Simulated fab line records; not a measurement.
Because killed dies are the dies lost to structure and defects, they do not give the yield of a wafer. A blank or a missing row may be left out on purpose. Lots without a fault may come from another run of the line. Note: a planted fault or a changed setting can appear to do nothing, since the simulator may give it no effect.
Comparing a struck lot with a sound one :: flow sky130 :: 23 out of 708 route steps
Sound: wafers L285.2, L285.3, L285.4. Struck: wafers L290.1, L290.3, L290.5. At the end, the cause is stated.
At each step with rows: each side's tool, then ch and its chambers, then its first start. Under that, the readings that differ: sound wafers :: struck wafers :: difference of the means :: sigmas: that difference in standard deviations of wafers without a fault.
alike: same words and numbers on both sides, and readings whose means sit less than 2 such deviations apart. not compared: any withheld reading, any reading some wafer has no value for, any bound like >300 that may hide the same value, and any number with overlapping values for which the record gives no deviation.
The two part at a step that has a row with sigmas, a row that says differs or no value, or rows on one side only. Non-overlapping numbers with no deviation appear without sigmas and do not part them. Lack of a reading on every wafer of one side parts them only where that side has two or more wafers.

first, 8 steps without rows for these wafers: SKY_LDD_N_IMPLANT_08; SKY_LDD_N_IMPLANT_09; SKY_LDD_N_IMPLANT_10; SKY_LDD_N_IMPLANT_11; SKY_LDD_N_IMPLANT_12; SKY_LDD_N_IMPLANT_13; SKY_LDD_N_IMPLANT_14; SKY_LDD_N_IMPLANT_15.
SKY_LDD_N_STRIP_16: strips in O2/N2.
  sound on plasma asher-03 ch 0,1, day 19 15:38; struck on plasma asher-03 ch 0, day 22 20:32
  alike: drypump motor current A, oes product au, strip time to endpoint s
  not compared: rf hours counter h
SKY_LDD_N_TW_MEAS_17:
  sound on film metro-01, day 19 15:45; struck on film metro-03, day 22 20:38
  alike: LDD_N_TW
then, 2 steps without rows for these wafers: SKY_LDD_P_DEHYDRATE_00 (time 60 s); SKY_LDD_P_HMDS_01 (prime time 60 s).
SKY_LDD_P_COAT_02: resist thk 1140 nm.
  sound on litho track-03 ch 0, day 20 06:40; struck on litho track-04 ch 0, day 23 11:11
reading: spin speed rpm (rpm)
sound: 2999.6 3001.2 2997.9
struck: 3508.3 3507.9 3511.9
difference: +509.8
sigmas: +99 or more

reading: model.NOVOLAK_of_LDD_P_COAT_02.thk nm (nm)
sound: 1136 1133 1137
struck: 1050 1054 1057
difference: -82
sigmas: 
  alike: resist line temp C
then, 3 steps without rows for these wafers: SKY_LDD_P_SOFTBAKE_03 (time 60 s); SKY_LDD_P_EXPOSE_04 (exposes mask PSDM, target cd 380 nm); SKY_LDD_P_PEB_05.
SKY_LDD_P_DEVELOP_06: develop time 61.53 s.
  sound on litho track-02 ch 0, day 20 22:06; struck on litho track-04 ch 0, day 24 02:05
reading: model.NOVOLAK_of_LDD_P_COAT_02.thk nm (nm)
sound: 1135 1133 1137
struck: 1050 1054 1056
difference: -82
sigmas: 

reading: model.LDD_P.cd nm (nm)
sound: 377.2 378.7 375
struck: 389.5 387.8 390.6
difference: +12.3
sigmas: 
  alike: resist line temp C
SKY_LDD_P_CD_MEAS_07: target cd 380 nm.
  sound on cd sem-02, day 20 22:14; struck on cd sem-02, day 24 02:14
reading: cd nm (nm)
sound: 377.4 378.8 375.1
struck: 389.8 388.1 390.6
difference: +12.4
sigmas: +4
SKY_LDD_P_OVL_MEAS_08:
  sound on overlay-02, day 20 22:21; struck on overlay-01, day 24 02:21
  alike: LDD_P_OVL
next, for these wafers, 1 step has no rows: SKY_LDD_P_IMPLANT_09.
SKY_LDD_P_STRIP_10: strips in O2/N2.
  sound on plasma asher-03 ch 0,1, day 20 22:32; struck on plasma asher-04 ch 1, day 24 02:32
reading: strip time to endpoint s (s)
sound: 14.13 14.11 14.13
struck: 13.15 13.17 13.18
difference: -0.96
sigmas: -23
  alike: drypump motor current A, oes product au
  not compared: rf hours counter h
SKY_LDD_P_TW_MEAS_11:
  sound on film metro-01, day 20 22:38; struck on film metro-01, day 24 02:38
  alike: LDD_P_TW
-- a jump in the record: the struck wafers' starts before and after are 25 days apart (it breaks off in module LDD_P and resumes in module PAD_OPEN, where the first step shown is number 708 of the route) --
SKY_PAD_OPEN_PROBE_99:
  sound on prober-01, day 47 02:46; struck on prober-01, day 49 06:46
  alike: killed_at_M0_to_M3, killed_at_M4_up, killed at contacts, killed at front end, killed at other, killed dies, killed open, killed short

## WHERE THEY PART
At SKY_LDD_P_COAT_02 first; at SKY_LDD_P_STRIP_10 last (within this record only). Later steps at which nothing parts them and some readings are alike: SKY_LDD_P_TW_MEAS_11, SKY_PAD_OPEN_PROBE_99.

WHY: what the simulator had put in
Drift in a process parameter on litho track-04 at SKY_LDD_P_COAT_02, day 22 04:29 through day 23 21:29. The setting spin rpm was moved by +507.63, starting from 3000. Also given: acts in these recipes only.
